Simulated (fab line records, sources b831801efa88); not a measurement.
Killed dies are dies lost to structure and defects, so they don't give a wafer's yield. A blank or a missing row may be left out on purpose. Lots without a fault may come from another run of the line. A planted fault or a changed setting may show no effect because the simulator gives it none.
Which tool did it? | flow gf180mcu | 7 lots, 21 wafers sampled, at 2 steps of a route of 602

WHAT THE GAUGES READ, wafer by wafer
GF_PSD_CD_MEAS_07: target cd 400 nm.
lot  | measured     | on        | cd_nm (nm)
L839 | day 14 10:51 | cd_sem-02 | 398.7 398.0 401.8
L841 | day 15 03:24 | cd_sem-02 | 402.8 400.6 401.4
L846 | day 17 01:03 | cd_sem-02 | 397.8 396.0 397.7
L849 | day 18 03:10 | cd_sem-01 | 398.0 398.6 399.5
L854 | day 19 18:31 | cd_sem-02 | 399.4 402.2 400.5
L859 | day 21 11:03 | cd_sem-01 | 402.2 405.8 404.2
L861 | day 22 14:43 | cd_sem-01 | 406.0 407.4 405.6

WHICH TOOL RAN EACH LOT (tool, then ch and the chambers of the sampled wafers, then the start)
lot  | GF_VT_IMPLANT_STRIP_31
L839 | plasma_asher-01 ch 0,1, day 7 03:14
L841 | plasma_asher-01 ch 0,1, day 7 14:42
L846 | plasma_asher-01 ch 0,1, day 9 02:41
L849 | plasma_asher-01 ch 0,1, day 9 22:42
L854 | plasma_asher-04 ch 0,1, day 11 03:15
L859 | plasma_asher-04 ch 0,1, day 12 16:39
L861 | plasma_asher-02 ch 1, day 13 09:17
- GF_VT_IMPLANT_STRIP_31: strips in O2/N2.

THE ANSWER, worked out from the rows above alone
Rule: what is usual is taken from the lots themselves. Put in order of their means at a reading, lots are off if they are a third of the lots or fewer, leave a main group of 4 or more, and stand apart from it by a gap of 3 or more times the standard deviation of the main group's means; of several such gaps the widest counts. A main group whose means are all the same, to the digits that the tables above print for the reading, isn't used. A lot without any number at a reading at which 4 lots or more have one is off too. The other lots that the step has rows for count as sound.
No lot is off at any reading shown: from this, nothing can be told.

WHAT THE SIMULATOR HAD PUT IN
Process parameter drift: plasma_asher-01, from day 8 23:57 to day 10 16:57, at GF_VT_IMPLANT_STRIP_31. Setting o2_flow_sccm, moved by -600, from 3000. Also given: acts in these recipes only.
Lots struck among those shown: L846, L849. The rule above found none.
